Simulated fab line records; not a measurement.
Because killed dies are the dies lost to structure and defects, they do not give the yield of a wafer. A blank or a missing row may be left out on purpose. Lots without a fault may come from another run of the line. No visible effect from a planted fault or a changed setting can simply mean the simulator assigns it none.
The tool behind it: which one? :: flow gf180mcu :: 15 lots with 45 wafers sampled at 4 steps, on a route of 602 steps

WHAT EACH GAUGE READ, for each wafer
GF_V2_THK_MEAS_03. Usual: V2_CVD_02_THK 848 nm, standard deviation 11.
lot: L572
measured: day 19 03:58
on: filmMetro-01
V2_CVD_02_THK (nm): 855 827 853
flag: 

lot: L574
measured: day 20 01:52
on: filmMetro-04
V2_CVD_02_THK (nm): 833 836 840
flag: 

lot: L576
measured: day 20 17:34
on: filmMetro-01
V2_CVD_02_THK (nm): 849 862 864
flag: 

lot: L582
measured: day 23 01:41
on: filmMetro-02
V2_CVD_02_THK (nm): 851 853 854
flag: 

lot: L583
measured: day 23 06:49
on: filmMetro-02
V2_CVD_02_THK (nm): 835 834 855
flag: 

lot: L584
measured: day 23 12:26
on: filmMetro-04
V2_CVD_02_THK (nm): 838 865 851
flag: 

lot: L587
measured: day 24 18:23
on: filmMetro-02
V2_CVD_02_THK (nm): 830 843 840
flag: 

lot: L588
measured: day 24 21:50
on: filmMetro-02
V2_CVD_02_THK (nm): 834 847 850
flag: 

lot: L589
measured: day 25 08:11
on: filmMetro-01
V2_CVD_02_THK (nm): 843 837 835
flag: 

lot: L590
measured: day 25 22:43
on: filmMetro-02
V2_CVD_02_THK (nm): 849 828 864
flag: 

lot: L591
measured: day 26 05:25
on: filmMetro-01
V2_CVD_02_THK (nm): 849 835 862
flag: 

lot: L592
measured: day 26 11:25
on: filmMetro-02
V2_CVD_02_THK (nm): 851 869 873
flag: 

lot: L593
measured: day 26 14:17
on: filmMetro-02
V2_CVD_02_THK (nm): 852 833 871
flag: 

lot: L595
measured: day 27 05:33
on: filmMetro-01
V2_CVD_02_THK (nm): 835 839 844
flag: 

lot: L594
measured: day 27 07:28
on: filmMetro-01
V2_CVD_02_THK (nm): 851 847 855
flag: 

GF_V2_CD_MEAS_14: target cd 260 nm. Usual: cdNm at 259.9 nm, with a standard deviation of 1.3.
lot: L572
measured: day 20 04:38
on: cdSem-01
cdNm (nm): 260.1 260.6 259.8
flag: 

lot: L574
measured: day 21 02:10
on: cdSem-01
cdNm (nm): 263.0 262.5 261.4
flag: 

lot: L576
measured: day 21 17:36
on: cdSem-01
cdNm (nm): 259.8 259.1 261.0
flag: 

lot: L582
measured: day 24 00:50
on: cdSem-01
cdNm (nm): 258.6 259.4 258.8
flag: 

lot: L583
measured: day 24 05:39
on: cdSem-01
cdNm (nm): 261.9 261.8 260.8
flag: 

lot: L584
measured: day 24 10:57
on: cdSem-02
cdNm (nm): 259.5 259.5 260.3
flag: 

lot: L587
measured: day 25 15:46
on: cdSem-02
cdNm (nm): 258.9 257.9 258.0
flag: 

lot: L588
measured: day 25 19:14
on: cdSem-02
cdNm (nm): 259.0 257.8 258.4
flag: 

lot: L589
measured: day 26 05:33
on: cdSem-01
cdNm (nm): 262.0 260.6 260.5
flag: 

lot: L590
measured: day 26 19:48
on: cdSem-02
cdNm (nm): 259.7 259.2 259.2
flag: 

lot: L591
measured: day 27 02:40
on: cdSem-02
cdNm (nm): 262.4 262.3 262.5
flag: 

lot: L592
measured: day 27 08:14
on: cdSem-02
cdNm (nm): 260.7 260.3 260.2
flag: 

lot: L593
measured: day 27 11:13
on: cdSem-02
cdNm (nm): 258.4 259.9 259.0
flag: 

lot: L595
measured: day 28 01:56
on: cdSem-02
cdNm (nm): 261.0 259.9 259.0
flag: 

lot: L594
measured: day 28 03:45
on: cdSem-01
cdNm (nm): 261.3 262.3 260.6
flag: 

GF_M3_CD_MEAS_14: target cd 280 nm. Usual: cdNm at 280.1 nm, with a standard deviation of 1.4.
lot: L572
measured: day 21 06:13
on: cdSem-01
cdNm (nm): 278.7 279.0 278.5
flag: 

lot: L574
measured: day 22 03:43
on: cdSem-02
cdNm (nm): 277.9 277.3 278.0
flag: 

lot: L576
measured: day 22 18:38
on: cdSem-02
cdNm (nm): 276.6 277.9 277.2
flag: 

lot: L582
measured: day 24 23:39
on: cdSem-01
cdNm (nm): 282.7 284.1 281.7
flag: 

lot: L583
measured: day 25 05:23
on: cdSem-02
cdNm (nm): 281.8 280.8 279.9
flag: 

lot: L584
measured: day 25 10:30
on: cdSem-01
cdNm (nm): 280.8 281.2 281.6
flag: 

lot: L587
measured: day 26 13:35
on: cdSem-02
cdNm (nm): 279.8 278.7 279.1
flag: 

lot: L588
measured: day 26 17:38
on: cdSem-01
cdNm (nm): 281.7 281.2 281.4
flag: 

lot: L589
measured: day 27 04:18
on: cdSem-01
cdNm (nm): 279.3 280.2 280.5
flag: 

lot: L590
measured: day 27 17:05
on: cdSem-02
cdNm (nm): 280.7 279.3 278.6
flag: 

lot: L591
measured: day 28 00:14
on: cdSem-02
cdNm (nm): 282.0 283.0 283.6
flag: 

lot: L592
measured: day 28 05:49
on: cdSem-02
cdNm (nm): 279.1 281.0 279.1
flag: 

lot: L593
measured: day 28 08:48
on: cdSem-02
cdNm (nm): 280.1 279.3 279.6
flag: 

lot: L595
measured: day 28 23:20
on: cdSem-02
cdNm (nm): 281.2 280.5 280.3
flag: 

lot: L594
measured: day 29 00:59
on: cdSem-01
cdNm (nm): 280.1 279.9 279.1
flag: 

WHICH TOOL RAN EACH LOT (tool, then ch and the chambers of the sampled wafers, then the start)
lot: L572
GF_SALICIDE_RTA_08: rtpAnneal-01 ch 0, day 15 01:53

lot: L574
GF_SALICIDE_RTA_08: rtpAnneal-02 ch 0, day 15 22:17

lot: L576
GF_SALICIDE_RTA_08: rtpAnneal-01 ch 0, day 16 14:13

lot: L582
GF_SALICIDE_RTA_08: rtpAnneal-01 ch 0, day 18 19:42

lot: L583
GF_SALICIDE_RTA_08: rtpAnneal-01 ch 0, day 19 02:34

lot: L584
GF_SALICIDE_RTA_08: rtpAnneal-01 ch 0, day 19 07:49

lot: L587
GF_SALICIDE_RTA_08: rtpAnneal-02 ch 0, day 20 16:45

lot: L588
GF_SALICIDE_RTA_08: rtpAnneal-02 ch 0, day 20 19:51

lot: L589
GF_SALICIDE_RTA_08: rtpAnneal-02 ch 0, day 21 06:53

lot: L590
GF_SALICIDE_RTA_08: rtpAnneal-01 ch 0, day 22 00:37

lot: L591
GF_SALICIDE_RTA_08: rtpAnneal-02 ch 0, day 22 06:28

lot: L592
GF_SALICIDE_RTA_08: rtpAnneal-02 ch 0, day 22 11:58

lot: L593
GF_SALICIDE_RTA_08: rtpAnneal-02 ch 0, day 22 16:40

lot: L595
GF_SALICIDE_RTA_08: rtpAnneal-02 ch 0, day 23 10:46

lot: L594
GF_SALICIDE_RTA_08: rtpAnneal-01 ch 0, day 23 11:22
- GF_SALICIDE_RTA_08: time 30 s.

AS READ BY THE TOOLS THEMSELVES (means over the sampled wafers that have a number; for cases with no such wafer, the mark the record gives instead)
GF_SALICIDE_RTA_08. Usual: chamberO2Ppm 1.997, standard deviation 0.022; lampPowerPct 15.7 %, standard deviation 0.62; wafer_temp_C_max 803.7, standard deviation 0.75.
lot: L572
tool: rtpAnneal-01
chamberO2Ppm: 2.016
lampPowerPct (%): 15.1
wafer_temp_C_max: 803.5
flag: 

lot: L574
tool: rtpAnneal-02
chamberO2Ppm: 1.989
lampPowerPct (%): 16.3
wafer_temp_C_max: 803.7
flag: 

lot: L576
tool: rtpAnneal-01
chamberO2Ppm: 2.019
lampPowerPct (%): 15.1
wafer_temp_C_max: 803.8
flag: 

lot: L582
tool: rtpAnneal-01
chamberO2Ppm: 301.987
lampPowerPct (%): 15.1
wafer_temp_C_max: 803.1
flag: OFF

lot: L583
tool: rtpAnneal-01
chamberO2Ppm: 301.983
lampPowerPct (%): 15.1
wafer_temp_C_max: 803.9
flag: OFF

lot: L584
tool: rtpAnneal-01
chamberO2Ppm: 302.007
lampPowerPct (%): 15.1
wafer_temp_C_max: 803.6
flag: OFF

lot: L587
tool: rtpAnneal-02
chamberO2Ppm: 1.973
lampPowerPct (%): 16.3
wafer_temp_C_max: 804.3
flag: 

lot: L588
tool: rtpAnneal-02
chamberO2Ppm: 1.989
lampPowerPct (%): 16.3
wafer_temp_C_max: 802.9
flag: 

lot: L589
tool: rtpAnneal-02
chamberO2Ppm: 1.989
lampPowerPct (%): 16.3
wafer_temp_C_max: 803.3
flag: 

lot: L590
tool: rtpAnneal-01
chamberO2Ppm: 1.986
lampPowerPct (%): 15.1
wafer_temp_C_max: 803.9
flag: 

lot: L591
tool: rtpAnneal-02
chamberO2Ppm: 2.033
lampPowerPct (%): 16.3
wafer_temp_C_max: 804.3
flag: 

lot: L592
tool: rtpAnneal-02
chamberO2Ppm: 1.989
lampPowerPct (%): 16.3
wafer_temp_C_max: 802.7
flag: 

lot: L593
tool: rtpAnneal-02
chamberO2Ppm: 1.992
lampPowerPct (%): 16.3
wafer_temp_C_max: 803.9
flag: 

lot: L595
tool: rtpAnneal-02
chamberO2Ppm: 1.969
lampPowerPct (%): 16.3
wafer_temp_C_max: 803.8
flag: 

lot: L594
tool: rtpAnneal-01
chamberO2Ppm: 1.987
lampPowerPct (%): 15.1
wafer_temp_C_max: 804.1
flag: 

THE ANSWER, worked out from the rows above alone
Rule: lot off if the mean of its wafers having a number is beyond 3 standard deviations from the usual mean. Also off: a lot with no number at a reading for which 4 or more lots have one. Any other lot the step has rows for is counted as sound. The gauges are gone through in route order, then the tools' own readings, and for those a lot's mean is taken as printed above. The first step at which some lot is off is used, and at that step the reading that is off furthest; a lot without a number counts as furthest.
Off, at GF_SALICIDE_RTA_08 on chamberO2Ppm: L582, L583, L584.
A tool fits if, at that step or a process step before it, it ran every lot that is off, and no sound lot after the first of them. None of those tried fits.

WHAT THE SIMULATOR PUT IN
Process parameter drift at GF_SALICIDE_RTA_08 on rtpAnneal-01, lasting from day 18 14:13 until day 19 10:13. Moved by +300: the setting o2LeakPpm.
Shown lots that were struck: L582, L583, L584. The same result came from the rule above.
